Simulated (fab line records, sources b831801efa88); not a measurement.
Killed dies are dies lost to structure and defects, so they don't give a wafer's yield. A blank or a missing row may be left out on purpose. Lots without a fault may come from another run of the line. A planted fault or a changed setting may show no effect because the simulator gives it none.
Which tool did it? | flow sfq_line | 14 lots, 42 wafers sampled, at 3 steps of a route of 325

WHAT THE GAUGES READ, wafer by wafer
SFQ_I2_BOW_MEAS_917. Usual: I2_BOW 4 um, standard deviation 8.4.
lot  | measured     | on            | I2_BOW (um) | flag
L100 | day 18 05:26 | film_metro-02 | -1 11 7     |
L101 | day 18 08:26 | film_metro-02 | 17 18 14    |
L102 | day 18 17:27 | film_metro-01 | 7 9 17      |
L103 | day 19 10:37 | film_metro-01 | 1 0 -3      |
L104 | day 19 21:17 | film_metro-03 | 3 -4 -2     |
L106 | day 20 15:13 | film_metro-03 | 7 4 3       |
L107 | day 20 23:53 | film_metro-03 | 21 17 21    |
L108 | day 21 06:16 | film_metro-02 | 15 12 8     |
L113 | day 22 19:01 | film_metro-01 | 6 -4 -4     |
L115 | day 23 19:02 | film_metro-01 | 10 -12 9    |
L116 | day 23 19:58 | film_metro-02 | 7 14 3      |
L117 | day 24 11:00 | film_metro-01 | 17 13 11    |
L121 | day 26 04:05 | film_metro-01 | 4 1 -5      |
L123 | day 26 19:05 | film_metro-03 | 21 7 7      |

SFQ_M4_OVL_MEAS_926. Usual: M4_OVL 3 nm, standard deviation 6.6.
lot  | measured     | on         | M4_OVL (nm) | flag
L100 | day 34 22:10 | overlay-02 | 1 -4 -6     |
L101 | day 35 05:22 | overlay-02 | 9 9 7       |
L102 | day 35 15:44 | overlay-02 | 10 6 13     |
L103 | day 36 05:32 | overlay-01 | 5 3 -2      |
L104 | day 36 16:40 | overlay-01 | 6 -6 4      |
L106 | day 37 04:38 | overlay-01 | -10 -10 -6  |
L107 | day 37 07:02 | overlay-01 | 7 4 3       |
L108 | day 37 15:27 | overlay-01 | 7 12 10     |
L113 | day 38 15:26 | overlay-01 | -4 0 -4     |
L115 | day 39 05:50 | overlay-02 | 0 -8 -5     |
L116 | day 39 11:38 | overlay-01 | -3 4 -1     |
L117 | day 39 17:39 | overlay-01 | 0 3 -4      |
L121 | day 40 18:56 | overlay-02 | 1 -3 0      |
L123 | day 41 05:17 | overlay-01 | -2 -7 -4    |

WHICH TOOL RAN EACH LOT (tool, then ch and the chambers of the sampled wafers, then the start)
lot  | SFQ_TRILAYER_M2_BARC_OPEN_METAL_ETCH_077
L100 | rie_metal-02 ch 0,1, day 17 22:52
L101 | rie_metal-02 ch 0,1, day 18 02:28
L102 | rie_metal-04 ch 1, day 18 09:35
L103 | rie_metal-04 ch 1, day 18 21:34
L104 | rie_metal-04 ch 0,1, day 19 11:59
L106 | rie_metal-02 ch 0,1, day 20 03:07
L107 | rie_metal-03 ch 0,1, day 20 15:07
L108 | rie_metal-03 ch 0,1, day 20 22:20
L113 | rie_metal-04 ch 1, day 22 02:39
L115 | rie_metal-04 ch 0,1, day 23 02:39
L116 | rie_metal-04 ch 0,1, day 23 05:03
L117 | rie_metal-03 ch 0, day 23 18:17
L121 | rie_metal-03 ch 0,1, day 25 05:03
L123 | rie_metal-04 ch 0,1, day 25 20:33
- SFQ_TRILAYER_M2_BARC_OPEN_METAL_ETCH_077: etches BARC in O2, target depth 125 nm, time 41.7 s.

WHAT THE TOOLS THEMSELVES READ (means of the sampled wafers that have a number; where no wafer has one, the mark that the record gives instead)
SFQ_TRILAYER_M2_BARC_OPEN_METAL_ETCH_077. Usual: drypump_motor_current_A 5.4 A, standard deviation 0.39; oes_product_au 0.684 a.u., standard deviation 0.0048; run_length_s 69.99 s, standard deviation 0.28.
lot  | tool         | drypump_motor_current_A (A) | oes_product_au (a.u.) | run_length_s (s) | flag
L100 | rie_metal-02 | 5.8                         | 0.684                 | 69.89            |
L101 | rie_metal-02 | 5.9                         | 0.684                 | 69.68            |
L102 | rie_metal-04 | 4.9                         | 0.686                 | 70.19            |
L103 | rie_metal-04 | 4.9                         | 0.682                 | 70.05            |
L104 | rie_metal-04 | 5.0                         | 0.683                 | 70.02            |
L106 | rie_metal-02 | 5.9                         | 0.682                 | 70.02            |
L107 | rie_metal-03 | 5.3                         | 0.683                 | 69.79            |
L108 | rie_metal-03 | 5.4                         | 0.690                 | 69.94            |
L113 | rie_metal-04 | 4.8                         | 0.683                 | 70.15            |
L115 | rie_metal-04 | 5.0                         | 0.688                 | 69.98            |
L116 | rie_metal-04 | 5.0                         | 0.683                 | 70.31            |
L117 | rie_metal-03 | 5.3                         | 0.690                 | 70.23            |
L121 | rie_metal-03 | 5.3                         | 0.684                 | 70.00            |
L123 | rie_metal-04 | 5.0                         | 0.687                 | 69.99            |

THE ANSWER, worked out from the rows above alone
Rule: a lot is off if the mean of its wafers that have a number lies more than 3 standard deviations from the usual mean. A lot without any number at a reading at which 4 lots or more have one is off too. The other lots that the step has rows for count as sound. The gauges are gone through in route order, then the tools' own readings, and for those a lot's mean is taken as printed above. The first step at which some lot is off is used, and at that step the reading that is off furthest; a lot without a number counts as furthest.
No lot is off at any reading shown: from this, nothing can be told.

WHAT THE SIMULATOR HAD PUT IN
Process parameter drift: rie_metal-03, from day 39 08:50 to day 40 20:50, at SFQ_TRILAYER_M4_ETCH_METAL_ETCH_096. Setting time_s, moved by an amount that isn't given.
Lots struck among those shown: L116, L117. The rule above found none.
